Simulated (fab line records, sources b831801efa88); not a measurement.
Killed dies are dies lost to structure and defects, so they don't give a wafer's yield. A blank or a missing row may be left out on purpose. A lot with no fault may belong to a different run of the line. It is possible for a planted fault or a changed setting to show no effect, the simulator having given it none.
Matching of chambers :: flow sfqLine :: SFQ_TRILAYER_L0_VIA_ETCH_VIA_ETCH_016 on rieDiel-03: 4 sister chambers
The step etches SiO2 in CHF3, stops on MoNx KI, target depth 80 nm. 15 wafers are shown with their chamber, then 7 later ones without.

## WAFERS, EACH WITH ITS CHAMBER
wafer: L735.1
chamber: 3
rfFwdPowerW (W): 497.1
oesProductAu (a.u.): 0.853

wafer: L735.2
chamber: 1
rfFwdPowerW (W): 491.4
oesProductAu (a.u.): 0.828

wafer: L735.5
chamber: 1
rfFwdPowerW (W): 491.3
oesProductAu (a.u.): 0.844

wafer: L736.1
chamber: 2
rfFwdPowerW (W): 493.4
oesProductAu (a.u.): 0.841

wafer: L736.2
chamber: 3
rfFwdPowerW (W): 495.0
oesProductAu (a.u.): 0.849

wafer: L736.5
chamber: 0
rfFwdPowerW (W): 497.3
oesProductAu (a.u.): 0.852

wafer: L743.3
chamber: 2
rfFwdPowerW (W): 495.3
oesProductAu (a.u.): 0.827

wafer: L743.4
chamber: 3
rfFwdPowerW (W): 497.7
oesProductAu (a.u.): 0.849

wafer: L743.5
chamber: 2
rfFwdPowerW (W): 495.0
oesProductAu (a.u.): 0.854

wafer: L745.3
chamber: 3
rfFwdPowerW (W): 494.5
oesProductAu (a.u.): 0.840

wafer: L745.5
chamber: 3
rfFwdPowerW (W): 494.7
oesProductAu (a.u.): 0.836

wafer: L745.6
chamber: 2
rfFwdPowerW (W): 494.9
oesProductAu (a.u.): 0.857

wafer: L746.3
chamber: 0
rfFwdPowerW (W): 493.8
oesProductAu (a.u.): 0.832

wafer: L746.4
chamber: 3
rfFwdPowerW (W): 499.7
oesProductAu (a.u.): 0.839

wafer: L746.5
chamber: 3
rfFwdPowerW (W): 495.7
oesProductAu (a.u.): 0.844

SIGNATURES (means of the wafers above)
reading: rfFwdPowerW
chamber 0: 495.550
chamber 1: 491.350
chamber 2: 494.650
chamber 3: 496.343
scatter within a chamber: 1.66

reading: oesProductAu
chamber 0: 0.84200
chamber 1: 0.83600
chamber 2: 0.84475
chamber 3: 0.84429
scatter within a chamber: 0.0101
Rule: a wafer lies at a distance from a chamber equal to the root of the sum of squares, over the readings, of (its reading less the chamber's mean, divided by the reading's scatter). The wafer belongs to the nearest chamber; if the next one is less than 2 further off, it can't be placed. How the scatter is found: for the shown wafers, subtract from each reading the mean of its chamber, square and add these, divide the total by (wafers less chambers), then take the root.

## WAFERS WITH NO CHAMBER GIVEN
wafer: L749.1
rfFwdPowerW (W): 493.3
oesProductAu (a.u.): 0.836

wafer: L749.3
rfFwdPowerW (W): 495.3
oesProductAu (a.u.): 0.834

wafer: L749.6
rfFwdPowerW (W): 493.6
oesProductAu (a.u.): 0.845

wafer: L751.3
rfFwdPowerW (W): 492.6
oesProductAu (a.u.): 0.836

wafer: L751.5
rfFwdPowerW (W): 491.9
oesProductAu (a.u.): 0.851

wafer: L752.3
rfFwdPowerW (W): 495.9
oesProductAu (a.u.): 0.846

wafer: L752.5
rfFwdPowerW (W): 497.2
oesProductAu (a.u.): 0.835

## WHICH CHAMBER EACH WENT THROUGH
wafer: L749.1
from the rows above: can't be placed: 1 or 2 or 0 or 3
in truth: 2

wafer: L749.3
from the rows above: can't be placed: 0 or 2 or 3 or 1
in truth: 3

wafer: L749.6
from the rows above: can't be placed: 2 or 0 or 1 or 3
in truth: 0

wafer: L751.3
from the rows above: can't be placed: 1 or 2 or 0 or 3
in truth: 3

wafer: L751.5
from the rows above: can't be placed: 1 or 2 or 0 or 3
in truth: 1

wafer: L752.3
from the rows above: can't be placed: 3 or 0 or 2
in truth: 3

wafer: L752.5
from the rows above: can't be placed: 3 or 0 or 2
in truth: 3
Correctly placed: 0 of 7. These rows do not allow placing 7 (true chamber among the candidates in 7). Number placed wrongly: 0.
